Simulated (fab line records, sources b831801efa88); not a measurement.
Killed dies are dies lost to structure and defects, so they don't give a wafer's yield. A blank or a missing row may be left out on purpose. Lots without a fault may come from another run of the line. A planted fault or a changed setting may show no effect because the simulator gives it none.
Which tool did it? | flow gf180mcu | 7 lots, 21 wafers sampled, at 1 step of a route of 602

WHAT THE GAUGES READ, wafer by wafer
GF_MVPSD_OVL_MEAS_07.
lot  | measured     | on         | MVPSD_OVL (nm)
L354 | day 5 06:02  | overlay-01 | -0.1 1.0 -1.3
L356 | day 5 17:53  | overlay-02 | 0.5 0.8 2.3
L359 | day 6 12:52  | overlay-01 | -1.2 -2.2 0.7
L363 | day 7 10:48  | overlay-02 | -0.4 1.0 1.9
L366 | day 8 08:42  | overlay-02 | -1.4 -1.2 0.5
L370 | day 9 08:50  | overlay-02 | 1.2 0.8 0.2
L374 | day 10 04:52 | overlay-02 | 0.8 2.0 0.9

WHICH TOOL RAN EACH LOT (tool, then ch and the chambers of the sampled wafers, then the start)
The record holds no process step before these readings.

THE ANSWER, worked out from the rows above alone
Rule: what is usual is taken from the lots themselves. Put in order of their means at a reading, lots are off if they are a third of the lots or fewer, leave a main group of 4 or more, and stand apart from it by a gap of 3 or more times the standard deviation of the main group's means; of several such gaps the widest counts. A main group whose means are all the same, to the digits that the tables above print for the reading, isn't used. A lot without any number at a reading at which 4 lots or more have one is off too. The other lots that the step has rows for count as sound.
No lot is off at any reading shown: from this, nothing can be told.

WHAT THE SIMULATOR HAD PUT IN
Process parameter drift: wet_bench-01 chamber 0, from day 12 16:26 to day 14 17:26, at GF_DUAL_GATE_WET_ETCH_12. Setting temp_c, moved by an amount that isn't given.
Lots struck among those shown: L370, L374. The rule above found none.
